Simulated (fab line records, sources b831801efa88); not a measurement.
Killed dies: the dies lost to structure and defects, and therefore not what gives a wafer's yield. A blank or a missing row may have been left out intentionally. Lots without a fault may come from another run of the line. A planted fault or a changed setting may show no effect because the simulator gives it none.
8D (eight disciplines) problem report, filled in by code    flow gf180mcu    the parts of the form that need people (team, actions taken, sign-off) are left out

== 1. THE PROBLEM ==
Wafers without a fault read 32.93 s, standard deviation 0.17; strip_time_to_endpoint_s at GF_PASSIVATION_STRIP_12 reads a mean of 48.05 s on 6 wafers belonging to 2 lots. Relative to the usual mean, that is a shift of +89 standard deviations.
The step: strips in O2/N2.
Seen first at day 31 07:55 on plasma_asher-02, wafer L232.1. At this step, 27 wafers from 9 lots have a number in the record. Rule for "out", or "out of limits": more than 4 standard deviations from the usual mean. Any other wafer with a number is counted as sound.

== 2. WHAT THIS IS AND IS NOT ==
question                     is                                is not
which readings at this step  strip_time_to_endpoint_s          chamber_pressure_mTorr, drypump_motor_current_A, heater_power_w
which lots                   L232, L233                        L224, L225, L230, L239, L241, L243, L244
which wafers of those lots   all that have a number            -
read on which tools          plasma_asher-02, plasma_asher-04  plasma_asher-03
when                         from day 31 07:55                 up to then (9 sound wafers); but 12 sound wafers of L239, L241, L243, L244 came after

== 3. THE SUSPECTS, EACH WITH WHAT RULES IT OUT ==
Counting: a tool at a process step up to the reading stays a suspect if it ran every lot that is out and no sound lot after the first of them.
- plasma_asher-03 at GF_MIM_STRIP_20 (strips in O2/N2): ruled out as a lasting fault. Following L232 (day 28 00:16), the first lot on it that is out, the sound lots L243 were run on it.
- rie_diel-02 at GF_PASSIVATION_ETCH_11 (etches the open film in CF4/O2, stops on TiN, target depth 2040 nm, time 453.3 s): ruled out as a lasting fault. Following L232 (day 31 07:38), the first lot on it that is out, the sound lots L239, L241, L243 were run on it.
Left after counting: nothing in the record.

== 4. THE CAUSE (what the simulator had put in) ==
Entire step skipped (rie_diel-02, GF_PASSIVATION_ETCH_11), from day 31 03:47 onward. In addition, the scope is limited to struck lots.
It was ruled out by counting, in error; the rule expects a fault to strike all lots run on its tool from its start on, and this fault did not.

== 5. THE CHAIN OF EFFECTS, in route order ==
Each row: a reading whose mean over the struck wafers that have a number lies more than 3 standard deviations from the usual. Scope: only readings with a usual standard deviation given in the record; hours: median across lots of the time from each lot's start at the first step in this table that gives one to its start at this step; sigmas: change in usual standard deviations.
hours  step                     reading                   usual    on struck wafers  change  sigmas
0      GF_PASSIVATION_STRIP_12  strip_time_to_endpoint_s  32.93 s  48.05             +15.12  +89
2      GF_PASSIVATION_PROBE_99  defect_limited_yield      90.2 %   0.0               -90.2   -60
2      GF_PASSIVATION_PROBE_99  killed_at_other           0.0      445.3             +445.3  +99 or more
2      GF_PASSIVATION_PROBE_99  killed_dies               48       492               +444    +63
2      GF_PASSIVATION_PROBE_99  killed_on_rim             9.1      96.0              +86.9   +30
2      GF_PASSIVATION_PROBE_99  sort_bin_5_function       5.7 %    96.0              +90.3   +82
2      GF_PASSIVATION_PROBE_99  sort_n_pass               444      0                 -444    -63
2      GF_PASSIVATION_PROBE_99  sort_yield_pct            90.2 %   0.0               -90.2   -60
Its process steps:
- GF_PASSIVATION_STRIP_12: strips in O2/N2.
- GF_PASSIVATION_PROBE_99
Readings that are blank on the struck wafers while sound wafers have them: O2_flow_sccm at GF_PASSIVATION_ETCH_11; bias_w at GF_PASSIVATION_ETCH_11; cf4_flow_sccm at GF_PASSIVATION_ETCH_11; chamber_pressure_mTorr at GF_PASSIVATION_ETCH_11; drypump_motor_current_A at GF_PASSIVATION_ETCH_11; oes_product_au at GF_PASSIVATION_ETCH_11; throttle_valve_pct at GF_PASSIVATION_ETCH_11.

== 6. HOW IT WOULD HAVE BEEN CAUGHT EARLIER ==
In this record no reading fell out of limits until day 31 07:55, 4 hours after the fault had begun at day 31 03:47.
At GF_PASSIVATION_ETCH_11 the tool's readings are blank on the struck wafers, where sound wafers have them: an empty tool record is the first sign, and it was there at once.
